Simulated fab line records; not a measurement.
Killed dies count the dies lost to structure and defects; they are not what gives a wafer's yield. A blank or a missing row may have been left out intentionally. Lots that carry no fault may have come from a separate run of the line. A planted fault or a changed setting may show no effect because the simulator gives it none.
fab line records -- flow sky130
record: lots: 11, wafers: 33, last_day: 50
route steps=708 shown LDD_LDN@296 LI_CONTACT@378 CONTACT@414
lots that met no fault: taken from a fault-free run of the same line
start_h: hours from the record's first day to the start of the lot's first wafer shown -- wait_h: how many hours have passed since the lot's step before this one -- " as in the row above -- L1.1+2: one row covering several wafers at once -- - either no value or no given start -- * or withheld: withheld -- < > ~ a bound
route shown NAME@n: NAME is a module with steps in the file, n the number in the route of the first one -- usual: mean and standard deviation over wafers with no fault -- same: alike in all rows -- chamber/n: place in a boat -- sites: each site's reading -- _std_site: how widely they spread, as a standard deviation -- _edge_site: mean of outer sites minus mean of inner sites -- radius_mm: for every site, how far away it sits from the centre of the wafer -- mask NAME#n: copy n -- behind: the last tool/chamber to shape the wafer -- hold: why the lot was held/for how many hours/how that ended -- device: names the non-switching transistor (n, p or np) -- end of line: the tests these same wafers got at the end of their route -- a step without rows: its recipe alone -- killed: dies that structure and defects cost at the first sort, which is not the same as the wafer's yield -- map: per-die view of a wafer (x killed, . not killed, _ where there is no die)
set.NAME: setting as actually run; set.NAME@STEP: the setting as run at that earlier step -- model.NAME: the simulator's own value behind a step, which no gauge read
the route's steps for a sample of lots (tables are steps, rows are wafers)
services: when a tool's chamber went out of use (start_h, in hours from the record's first day, below 0 if earlier), for how many hours, and the reason
== steps ==
step: SKY_LDD_LDN_OVL_MEAS_07
usual: LDD_LDN_OVL: 1.4/1.3
lot.wafer,tool,chamber,start_h,wait_h,LDD_LDN_OVL[nm]
L298.1,overlay-02,-,536.91,0.1,0.9
L298.4,overlay-02,-,536.91,0.1,2.7
L298.6,overlay-02,-,536.91,0.1,1.9
L302.2,overlay-02,-,583.06,0.1,1.1
L302.4,overlay-02,-,583.06,0.1,0.5
L302.6,overlay-02,-,583.06,0.1,1.5
L303.1,overlay-01,-,591.76,0.1,1.2
L303.5,overlay-01,-,591.76,0.1,1.5
L303.6,overlay-01,-,591.76,0.1,1.2
L306.4,overlay-01,-,611.40,0.1,0.9
L306.5,overlay-01,-,611.40,0.1,0.3
L306.6,overlay-01,-,611.40,0.1,-0.3
L309.1,overlay-01,-,635.46,0.1,1.8
L309.4,overlay-01,-,635.46,0.1,2.0
L309.6,overlay-01,-,635.46,0.1,0.7
L314.2,overlay-02,-,670.56,0.1,2.7
L314.3,overlay-02,-,670.56,0.1,2.2
L314.6,overlay-02,-,670.56,0.1,2.3
L315.1,overlay-02,-,680.93,0.1,1.9
L315.2,overlay-02,-,680.93,0.1,1.3
L315.3,overlay-02,-,680.93,0.1,0.8
L316.1,overlay-01,-,688.78,0.1,1.5
L316.3,overlay-01,-,688.78,0.1,3.3
L316.5,overlay-01,-,688.78,0.1,1.5
L317.1,overlay-02,-,691.73,0.1,1.6
L317.4,overlay-02,-,691.73,0.1,1.2
L317.6,overlay-02,-,691.73,0.1,2.4
L318.2,overlay-02,-,704.81,0.1,2.6
L318.3,overlay-02,-,704.81,0.1,1.9
L318.6,overlay-02,-,704.81,0.1,3.1
L319.1,overlay-02,-,708.36,0.1,-2.3
L319.2,overlay-02,-,708.36,0.1,-1.8
L319.3,overlay-02,-,708.36,0.1,-2.0
step: SKY_LI_CONTACT_STRIP_16
recipe: chemistry: O2/N2, power_w: 1400, pressure_mtorr: 1500, platen_temp_c: withheld, o2_flow_sccm: 3000, n2_flow_sccm: 300, overash_fraction: 0.5
usual: drypump_motor_current_A: 5.8/0.3, oes_product_au: 0.375/0.0051, strip_time_to_endpoint_s: 3.49/0.031
same: overash_fraction: 0.5
lot.wafer,tool,chamber,start_h,wait_h,drypump_motor_current_A,oes_product_au,rf_hours_counter_h,strip_time_to_endpoint_s
L298.1,plasma_asher-01,0,689.53,-,6.4,0.374,85,3.52
L298.4,plasma_asher-01,0,689.53,-,6.3,0.371,-,3.48
L298.6,plasma_asher-01,1,689.53,-,5.6,0.374,-,3.50
L302.2,plasma_asher-01,0,731.11,-,6.4,0.373,90,3.44
L302.4,plasma_asher-01,1,731.11,-,5.6,0.369,-,3.41
L302.6,plasma_asher-01,0,731.11,-,6.4,0.362,-,3.41
L303.1,plasma_asher-04,1,739.71,-,5.9,0.382,31,3.48
L303.5,plasma_asher-04,1,739.71,-,5.9,0.370,-,3.45
L303.6,plasma_asher-04,0,739.71,-,5.6,0.374,-,3.48
L306.4,plasma_asher-02,0,756.77,-,5.6,0.382,-,3.51
L306.5,plasma_asher-02,1,756.77,-,5.4,0.376,-,3.49
L306.6,plasma_asher-02,0,756.77,-,5.6,0.381,-,3.54
L309.1,plasma_asher-04,1,781.71,-,5.9,0.370,35,3.49
L309.4,plasma_asher-04,0,781.71,-,5.6,0.372,-,3.45
L309.6,plasma_asher-04,0,781.71,-,5.6,0.375,-,3.48
L314.2,plasma_asher-02,1,811.13,-,5.5,0.371,65,3.47
L314.3,plasma_asher-02,0,811.13,-,5.6,0.379,-,3.51
L314.6,plasma_asher-02,1,811.13,-,5.5,0.377,-,3.53
L315.1,plasma_asher-02,0,823.29,-,5.6,0.387,67,3.53
L315.2,plasma_asher-02,1,823.29,-,5.4,0.378,67,3.49
L315.3,plasma_asher-02,1,823.29,-,5.5,0.370,-,3.45
L316.1,plasma_asher-04,1,828.09,-,5.9,0.374,40,3.50
L316.3,plasma_asher-04,0,828.09,-,5.6,0.375,-,3.51
L316.5,plasma_asher-04,1,828.09,-,5.9,0.378,-,3.50
L317.1,plasma_asher-04,0,835.76,-,5.7,0.379,40,3.51
L317.4,plasma_asher-04,1,835.76,-,5.9,0.375,-,3.50
L317.6,plasma_asher-04,1,835.76,-,5.9,0.379,-,3.50
L318.2,plasma_asher-04,0,844.78,-,5.6,0.374,41,3.54
L318.3,plasma_asher-04,0,844.78,-,5.6,0.384,-,3.45
L318.6,plasma_asher-04,0,844.78,-,5.6,0.376,-,3.45
L319.1,plasma_asher-02,1,848.13,-,5.5,0.376,68,3.50
L319.2,plasma_asher-02,0,848.13,-,5.6,0.372,68,3.45
L319.3,plasma_asher-02,0,848.13,-,5.6,0.371,-,3.50
step: SKY_LI_CONTACT_SPUTTER_19
recipe: material: Ti, target_thk_nm: 20, chamber_pressure_pa: 5, power_w: 2500, substrate_temp_c: 200, time_s: 106.37
usual: throttle_valve_pct: 29.9/1.1
lot.wafer,tool,chamber,start_h,wait_h,throttle_valve_pct
L298.1,pvd_sputter-04,-,689.86,0.0,30.0
L298.4,pvd_sputter-04,-,689.86,0.0,29.9
L298.6,pvd_sputter-04,-,689.86,0.0,31.5
L302.2,pvd_sputter-03,-,731.40,0.0,28.9
L302.4,pvd_sputter-03,-,731.40,0.0,28.3
L302.6,pvd_sputter-03,-,731.40,0.0,29.1
L303.1,pvd_sputter-04,-,740.01,0.0,29.7
L303.5,pvd_sputter-04,-,740.01,0.0,30.0
L303.6,pvd_sputter-04,-,740.01,0.0,30.0
L306.4,pvd_sputter-03,-,757.03,0.0,28.7
L306.5,pvd_sputter-03,-,757.03,0.0,31.8
L306.6,pvd_sputter-03,-,757.03,0.0,28.3
L309.1,pvd_sputter-03,-,782.03,0.0,31.9
L309.4,pvd_sputter-03,-,782.03,0.0,29.0
L309.6,pvd_sputter-03,-,782.03,0.0,28.7
L314.2,pvd_sputter-04,-,811.43,0.0,29.6
L314.3,pvd_sputter-04,-,811.43,0.0,31.5
L314.6,pvd_sputter-04,-,811.43,0.0,31.8
L315.1,pvd_sputter-03,-,823.59,0.0,28.8
L315.2,pvd_sputter-03,-,823.59,0.0,28.5
L315.3,pvd_sputter-03,-,823.59,0.0,31.9
L316.1,pvd_sputter-04,-,828.39,0.0,31.6
L316.3,pvd_sputter-04,-,828.39,0.0,29.6
L316.5,pvd_sputter-04,-,828.39,0.0,30.0
L317.1,pvd_sputter-04,-,836.06,0.0,29.7
L317.4,pvd_sputter-04,-,836.06,0.0,29.8
L317.6,pvd_sputter-04,-,836.06,0.0,29.7
L318.2,pvd_sputter-04,-,845.08,0.0,29.8
L318.3,pvd_sputter-04,-,845.08,0.0,29.8
L318.6,pvd_sputter-04,-,845.08,0.0,29.9
L319.1,pvd_sputter-03,-,848.43,0.0,29.0
L319.2,pvd_sputter-03,-,848.43,0.0,28.9
L319.3,pvd_sputter-03,-,848.43,0.0,32.0
step: SKY_CONTACT_COAT_08
recipe: resist: BARC, temp_c: withheld, time_s: withheld, spin_rpm: 3000, resist_thk_nm: 60
usual: exhaust_pa: 44.9/0.87, spin_speed_rpm: 2999.8/2
lot.wafer,tool,chamber,start_h,wait_h,exhaust_pa,spin_speed_rpm
L298.1,litho_track-01,0,734.06,0.1,45.2,3001.3
L298.4,litho_track-01,0,734.06,0.1,44.1,2997.3
L298.6,litho_track-01,0,734.06,0.1,43.6,2998.1
L302.2,litho_track-04,0,773.98,0.1,44.7,2999.2
L302.4,litho_track-04,0,773.98,0.1,42.4,2997.1
L302.6,litho_track-04,0,773.98,0.1,44.8,2998.8
L303.1,litho_track-03,0,782.70,0.1,43.6,2997.5
L303.5,litho_track-03,0,782.70,0.1,43.3,2998.8
L303.6,litho_track-03,0,782.70,0.1,44.0,2995.8
L306.4,litho_track-01,0,798.98,0.1,45.2,2998.3
L306.5,litho_track-01,0,798.98,0.1,45.4,3001.2
L306.6,litho_track-01,0,798.98,0.1,45.3,2998.2
L309.1,litho_track-03,0,822.90,0.1,45.7,3000.5
L309.4,litho_track-03,0,822.90,0.1,46.6,3001.0
L309.6,litho_track-03,0,822.90,0.1,44.9,3001.1
L314.2,litho_track-01,0,852.83,0.1,45.7,2267.6
L314.3,litho_track-01,0,852.83,0.1,44.8,2267.6
L314.6,litho_track-01,0,852.83,0.1,46.3,2270.2
L315.1,litho_track-01,0,865.61,0.1,45.7,2268.7
L315.2,litho_track-01,0,865.61,0.1,45.5,2269.6
L315.3,litho_track-01,0,865.61,0.1,44.7,2268.2
L316.1,litho_track-03,0,870.10,0.1,45.6,3001.2
L316.3,litho_track-03,0,870.10,0.1,45.1,3004.1
L316.5,litho_track-03,0,870.10,0.1,43.6,2999.5
L317.1,litho_track-03,0,876.65,0.1,44.6,2998.6
L317.4,litho_track-03,0,876.65,0.1,45.7,2999.1
L317.6,litho_track-03,0,876.65,0.1,44.5,2994.4
L318.2,litho_track-03,0,886.38,0.1,44.3,2997.9
L318.3,litho_track-03,0,886.38,0.1,44.6,3000.5
L318.6,litho_track-03,0,886.38,0.1,45.5,2999.7
L319.1,litho_track-04,0,889.96,0.1,45.8,3001.3
L319.2,litho_track-04,0,889.96,0.1,45.1,2997.9
L319.3,litho_track-04,0,889.96,0.1,44.0,2999.1
step: SKY_CONTACT_ETCH_16
recipe: chemistry: N2/H2, target: BARC, ion_energy_ev: 200, source_w: 500, bias_w: 100, pressure_mtorr: 30, n2_flow_sccm: 100, h2_flow_sccm: 200, stop_on: SiO2, time_s: 45.9, target_depth_a: 600
usual: drypump_motor_current_A: 5.8/0.5, oes_product_au: 0.855/0.0048, throttle_valve_pct: 13.225/0.008
lot.wafer,tool,chamber,start_h,wait_h,drypump_motor_current_A,oes_product_au,rf_hours_counter_h,throttle_valve_pct
L298.1,rie_diel-03,2,748.26,0.0,6.6,0.850,7,13.228
L298.4,rie_diel-03,0,748.26,0.0,5.9,0.853,13,13.225
L298.6,rie_diel-03,0,748.26,0.0,5.9,0.854,-,13.235
L302.2,rie_diel-04,3,787.86,0.0,5.3,0.866,4,13.235
L302.4,rie_diel-04,2,787.86,0.0,5.8,0.858,4,13.229
L302.6,rie_diel-04,0,787.86,0.0,6.3,0.864,-,13.207
L303.1,rie_diel-04,1,796.51,0.0,6.6,0.859,5,13.233
L303.5,rie_diel-04,3,796.51,0.0,5.3,0.854,-,13.223
L303.6,rie_diel-04,2,796.51,0.0,5.8,0.853,-,13.222
L306.4,rie_diel-03,1,812.51,0.0,4.9,0.850,22,13.219
L306.5,rie_diel-03,2,812.51,0.0,6.7,0.853,-,13.205
L306.6,rie_diel-03,1,812.51,0.0,4.9,0.855,-,13.211
L309.1,rie_diel-02,0,837.16,0.0,5.9,0.863,7,13.236
L309.4,rie_diel-02,1,837.16,0.0,5.6,0.844,8,13.219
L309.6,rie_diel-02,0,837.16,0.0,5.9,0.854,-,13.227
L314.2,rie_diel-04,3,866.47,0.0,5.3,0.938,6,13.238
L314.3,rie_diel-04,2,866.47,0.0,5.8,0.924,7,13.251
L314.6,rie_diel-04,3,866.47,0.0,5.3,0.932,-,13.230
L315.1,rie_diel-02,2,878.86,0.0,5.4,0.929,21,13.227
L315.2,rie_diel-02,0,878.86,0.0,5.9,0.915,9,13.231
L315.3,rie_diel-02,3,878.86,0.0,6.0,0.920,11,13.233
L316.1,rie_diel-02,1,883.16,0.0,5.6,0.857,9,13.233
L316.3,rie_diel-02,2,883.16,0.0,5.5,0.860,21,13.215
L316.5,rie_diel-02,0,883.16,0.0,5.9,0.860,-,13.217
L317.1,rie_diel-03,1,889.82,0.0,5.0,0.850,24,13.226
L317.4,rie_diel-03,3,889.82,0.0,6.1,0.855,3,13.222
L317.6,rie_diel-03,1,889.82,0.0,5.0,0.860,-,13.235
L318.2,rie_diel-03,2,899.76,0.0,6.6,0.865,12,13.231
L318.3,rie_diel-03,3,899.76,0.0,6.2,0.855,3,13.243
L318.6,rie_diel-03,3,899.76,0.0,6.2,0.850,-,13.211
L319.1,rie_diel-03,1,902.21,0.0,4.9,0.855,25,13.219
L319.2,rie_diel-03,2,902.21,0.0,6.7,0.851,12,13.217
L319.3,rie_diel-03,0,902.21,0.0,5.9,0.851,18,13.218
step: SKY_CONTACT_STRIP_19
recipe: chemistry: O2/N2, power_w: 1400, pressure_mtorr: 1500, platen_temp_c: withheld, o2_flow_sccm: 3000, n2_flow_sccm: 300, overash_fraction: 0.5
usual: drypump_motor_current_A: 5.8/0.33, oes_product_au: 0.381/0.0048, strip_time_to_endpoint_s: 3.619/0.028
same: overash_fraction: 0.5
lot.wafer,tool,chamber,start_h,wait_h,drypump_motor_current_A,oes_product_au,rf_hours_counter_h,strip_time_to_endpoint_s
L298.1,plasma_asher-04,0,748.40,-,5.6,0.381,32,3.633
L298.4,plasma_asher-04,1,748.40,-,5.9,0.380,-,3.639
L298.6,plasma_asher-04,1,748.40,-,5.9,0.379,-,3.652
L302.2,plasma_asher-03,1,787.99,-,6.0,0.391,4,3.601
L302.4,plasma_asher-03,1,787.99,-,6.0,0.384,-,3.571
L302.6,plasma_asher-03,1,787.99,-,6.0,0.379,-,3.595
L303.1,plasma_asher-01,0,796.64,-,6.4,0.388,96,3.652
L303.5,plasma_asher-01,0,796.64,-,6.3,0.384,-,3.608
L303.6,plasma_asher-01,1,796.64,-,5.6,0.377,-,3.593
L306.4,plasma_asher-01,0,812.67,-,6.4,0.378,-,3.584
L306.5,plasma_asher-01,1,812.67,-,5.6,0.375,-,3.576
L306.6,plasma_asher-01,0,812.67,-,6.4,0.382,-,3.577
L309.1,plasma_asher-03,1,837.29,-,6.0,0.376,9,3.653
L309.4,plasma_asher-03,1,837.29,-,6.0,0.379,-,3.640
L309.6,plasma_asher-03,0,837.29,-,5.1,0.371,-,3.636
L314.2,plasma_asher-04,0,866.60,-,5.6,0.382,44,3.706
L314.3,plasma_asher-04,1,866.60,-,5.9,0.382,-,3.717
L314.6,plasma_asher-04,0,866.60,-,5.6,0.381,-,3.715
L315.1,plasma_asher-04,1,879.00,-,5.9,0.388,45,3.687
L315.2,plasma_asher-04,0,879.00,-,5.6,0.387,45,3.695
L315.3,plasma_asher-04,0,879.00,-,5.6,0.385,-,3.712
L316.1,plasma_asher-01,1,883.30,-,5.6,0.380,106,3.636
L316.3,plasma_asher-01,0,883.30,-,6.4,0.380,-,3.586
L316.5,plasma_asher-01,1,883.30,-,5.5,0.380,-,3.604
L317.1,plasma_asher-04,1,889.95,-,5.9,0.381,46,3.572
L317.4,plasma_asher-04,1,889.95,-,5.9,0.384,-,3.649
L317.6,plasma_asher-04,1,889.95,-,5.9,0.382,-,3.567
L318.2,plasma_asher-04,0,899.89,-,5.6,0.373,47,3.604
L318.3,plasma_asher-04,0,899.89,-,5.6,0.377,-,3.666
L318.6,plasma_asher-04,1,899.89,-,5.9,0.383,-,3.658
L319.1,plasma_asher-01,1,902.35,-,5.6,0.375,107,3.606
L319.2,plasma_asher-01,0,902.35,-,6.4,0.379,107,3.617
L319.3,plasma_asher-01,1,902.35,-,5.5,0.387,-,3.618
== services ==
tool,chamber,start_h,hours,kind
rie_diel-02,3,666.21,14.5,repair
rie_diel-02,-,678.48,0.3,repair
plasma_asher-04,-,699.34,7.2,repair
plasma_asher-01,-,706.27,3.6,repair
plasma_asher-02,-,709.55,15.6,pm
rie_diel-03,2,710.08,2.6,repair
rie_diel-03,0,713.64,5.4,repair
rie_diel-02,1,714.38,1.7,repair
plasma_asher-03,-,733.75,9.0,pm
rie_diel-02,1,734.95,9.5,repair
rie_diel-04,2,736.31,8.8,repair
rie_diel-03,1,739.69,4.9,repair
pvd_sputter-04,-,793.10,5.7,repair
rie_diel-04,0,793.97,5.3,repair
plasma_asher-02,-,804.10,0.6,repair
plasma_asher-02,-,825.14,4.0,pm
plasma_asher-04,-,830.09,0.3,repair
pvd_sputter-04,3,832.59,-,consumable_replace:kit
plasma_asher-02,-,832.77,9.1,repair
rie_diel-04,-,834.47,0.9,repair
pvd_sputter-04,-,857.26,1.2,repair
rie_diel-02,1,868.69,4.5,repair
rie_diel-04,-,890.11,0.7,repair
rie_diel-02,-,892.52,16.9,repair
== key ==
first_sign: step: SKY_CONTACT_COAT_08, reading: spin_speed_rpm, direction: down, sigmas: 99+, usual: 2999.8, struck: 2268.7
effect: step: SKY_CONTACT_ETCH_16, reading: oes_product_au, direction: up, sigmas: 15, usual: 0.855, struck: 0.927
effect: step: SKY_CONTACT_STRIP_19, reading: strip_time_to_endpoint_s, direction: up, sigmas: 3.1, usual: *, struck: *
met_at SKY_CONTACT_COAT_08
struck_lots L314,L315
tester_left_out L314,L315
not_acting_at SKY_LDD_LDN_OVL_MEAS_07,SKY_LI_CONTACT_STRIP_16,SKY_LI_CONTACT_SPUTTER_19
onset_between 798.98 852.83
fault: kind: process_parameter_drift, tool: litho_track-01, chamber: -, onset_h: 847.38, steps: SKY_CONTACT_COAT_08, channel: spin_rpm, offset: -730.68, shape: step, end_h: 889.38, acts_in: these_recipes_only, stated: 3000
tester_left_out: of these lots the tester's yield and bins aren't shown, on N5 and GAA mostly nor the transistor test; their killed dies are dies lost to structure and defects alone, not to doping, threshold or leakage, so they don't give the yield
